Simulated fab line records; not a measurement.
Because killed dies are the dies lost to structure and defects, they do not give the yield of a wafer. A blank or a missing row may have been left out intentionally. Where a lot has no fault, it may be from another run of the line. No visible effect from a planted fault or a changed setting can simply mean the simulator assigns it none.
Chamber matching :: flow sky130 :: SKY_VIA2_ETCH_14 on rie_diel-03: 4 sister chambers
The step etches BARC in N2/H2, stops on SiO2, time 45.9 s, target depth 60 nm. 8 wafers are shown with their chamber, then 11 later ones without.

WAFERS, EACH WITH ITS CHAMBER
wafer: L086.5
chamber: 2
drypump_motor_current_A (A): 6.2
h2_flow_sccm (sccm): 200.7

wafer: L087.1
chamber: 1
drypump_motor_current_A (A): 5.5
h2_flow_sccm (sccm): 200.5

wafer: L088.2
chamber: 1
drypump_motor_current_A (A): 5.5
h2_flow_sccm (sccm): 199.3

wafer: L088.3
chamber: 2
drypump_motor_current_A (A): 6.2
h2_flow_sccm (sccm): 200.7

wafer: L089.2
chamber: 0
drypump_motor_current_A (A): 6.3
h2_flow_sccm (sccm): 200.1

wafer: L089.5
chamber: 0
drypump_motor_current_A (A): 6.4
h2_flow_sccm (sccm): 200.5

wafer: L089.6
chamber: 3
drypump_motor_current_A (A): 6.0
h2_flow_sccm (sccm): 200.4

wafer: L093.4
chamber: 3
drypump_motor_current_A (A): 6.0
h2_flow_sccm (sccm): 199.7

WAFERS WITH NO CHAMBER GIVEN
wafer: L093.5
drypump_motor_current_A (A): 5.5
h2_flow_sccm (sccm): 200.5

wafer: L093.6
drypump_motor_current_A (A): 6.3
h2_flow_sccm (sccm): 201.0

wafer: L092.2
drypump_motor_current_A (A): 5.5
h2_flow_sccm (sccm): 199.9

wafer: L092.4
drypump_motor_current_A (A): 6.0
h2_flow_sccm (sccm): 200.0

wafer: L092.5
drypump_motor_current_A (A): 6.3
h2_flow_sccm (sccm): 200.1

wafer: L096.2
drypump_motor_current_A (A): 6.3
h2_flow_sccm (sccm): 199.7

wafer: L096.3
drypump_motor_current_A (A): 5.5
h2_flow_sccm (sccm): 200.5

wafer: L096.6
drypump_motor_current_A (A): 6.3
h2_flow_sccm (sccm): 200.4

wafer: L097.4
drypump_motor_current_A (A): 6.3
h2_flow_sccm (sccm): 200.3

wafer: L097.5
drypump_motor_current_A (A): 5.5
h2_flow_sccm (sccm): 200.0

wafer: L097.6
drypump_motor_current_A (A): 6.2
h2_flow_sccm (sccm): 199.9

THE CHAMBER EACH PASSED THROUGH
wafer: L093.5
from the rows above: 1
in truth: 1

wafer: L093.6
from the rows above: can't be placed: 0 or 2
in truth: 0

wafer: L092.2
from the rows above: 1
in truth: 1

wafer: L092.4
from the rows above: 3
in truth: 3

wafer: L092.5
from the rows above: can't be placed: 0 or 2
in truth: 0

wafer: L096.2
from the rows above: can't be placed: 0 or 2
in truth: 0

wafer: L096.3
from the rows above: 1
in truth: 1

wafer: L096.6
from the rows above: can't be placed: 0 or 2
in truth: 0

wafer: L097.4
from the rows above: can't be placed: 0 or 2
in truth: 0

wafer: L097.5
from the rows above: 1
in truth: 1

wafer: L097.6
from the rows above: 2
in truth: 2
Correct placement for 6 of the 11. Can't be placed from these rows: 5 (the true chamber is among the candidates in 5). Placed wrongly: 0.
How it was worked out, from the rows above alone: a wafer's distance from a chamber is the root of the sum, over the readings, of the square of ((its reading less the chamber's mean) divided by the reading's scatter). The wafer belongs to the nearest chamber; if the next one is less than 2 further off, it can't be placed. The mean given for a chamber averages the wafers shown for that chamber. The scatter is the square root of a quotient: the sum, over the shown wafers, of each reading's squared deviation from its chamber's mean, divided by wafers minus chambers.
